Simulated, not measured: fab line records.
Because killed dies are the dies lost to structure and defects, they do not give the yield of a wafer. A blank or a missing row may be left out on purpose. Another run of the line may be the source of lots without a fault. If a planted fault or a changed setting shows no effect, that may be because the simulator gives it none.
Code-filled problem report in 8D (eight disciplines) form + flow sky130 + the parts of the form that need people (team, actions taken, sign-off) are left out

## 1. THE PROBLEM
Wafers without a fault read 0.4001 Pa, standard deviation 0.00084; chamber_pressure_pa at SKY_METAL1_SPUTTER_03 reads a mean of 0.4339 Pa on 6 wafers belonging to 2 lots. Measured from the usual mean, that is +40 standard deviations.
The step: material Ti, target thk 5 nm, time 3.3 s.
The first sign was on wafer L806.2 at day 35 03:14, on pvd_sputter-02. The record has a number at this step for 36 wafers belonging to 12 lots. The rule behind "out" and "out of limits": a value lying over 4 standard deviations away from the usual mean. All remaining wafers that have a number are taken as sound.

## 2. WHAT THIS IS AND IS NOT
| question                    | is                     | is not                                                                                                  |
|-----------------------------|------------------------|---------------------------------------------------------------------------------------------------------|
| which readings at this step | chamber_pressure_pa    | throttle_valve_pct                                                                                      |
| which lots                  | L806, L807             | L796, L798, L804, L808, L809, L814, L815, L816, L817, L818                                              |
| which wafers of those lots  | all that have a number | -                                                                                                       |
| read on which tools         | pvd_sputter-02         | pvd_sputter-01, pvd_sputter-04                                                                          |
| when                        | from day 35 03:14      | up to then (9 sound wafers); but 21 sound wafers of L808, L809, L814, L815, L816, L817, L818 came after |

## 3. SUSPECTS, AND WHAT RULES EACH OUT
Counting: any tool at a process step up to the reading is kept as a suspect provided that every lot that is out went through it and no sound lot did after the first of them.
- pvd_sputter-02 at SKY_METAL1_SPUTTER_03 (material Ti, target thk 5 nm, time 3.3 s): kept. It ran every lot that is out, first L806 (day 35 03:14), and no sound lot after that. Its own readings are out on those wafers: chamber_pressure_pa.
Remaining after the count: pvd_sputter-02 at SKY_METAL1_SPUTTER_03.

## 4. THE CAUSE (what the simulator had put in)
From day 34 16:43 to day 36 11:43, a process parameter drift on pvd_sputter-02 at SKY_METAL1_SPUTTER_03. From 0.4, the setting chamber_pressure_pa moved by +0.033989. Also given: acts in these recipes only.
This tool alone remained once counting was done.

## 5. THE EFFECT CHAIN, in route order
Rows list readings where the struck wafers' mean (over those with a number) sits beyond 3 standard deviations from the usual. Only readings for which the record gives a usual standard deviation are gone through. hours: the time from each lot's start at the first step in this table that gives one to its start at this step, as a median over the lots. sigmas: the change in usual standard deviations.
| hours | step                  | reading             | usual     | on struck wafers | change  | sigmas |
|-------|-----------------------|---------------------|-----------|------------------|---------|--------|
| 0     | SKY_METAL1_SPUTTER_03 | chamber_pressure_pa | 0.4001 Pa | 0.4339           | +0.0338 | +40    |
Process steps it contains:
- SKY_METAL1_SPUTTER_03: material Ti, target thk 5 nm, time 3.3 s.
Later measuring or inspecting steps at which every struck wafer that the step has a row for has a number for every such reading, and none has moved that far: SKY_METAL1_RS_MEAS_05.

## 6. HOW IT WOULD HAVE BEEN CAUGHT EARLIER
The fault began at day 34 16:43; the first out-of-limits reading in this record came at day 35 03:14, 11 hours later.
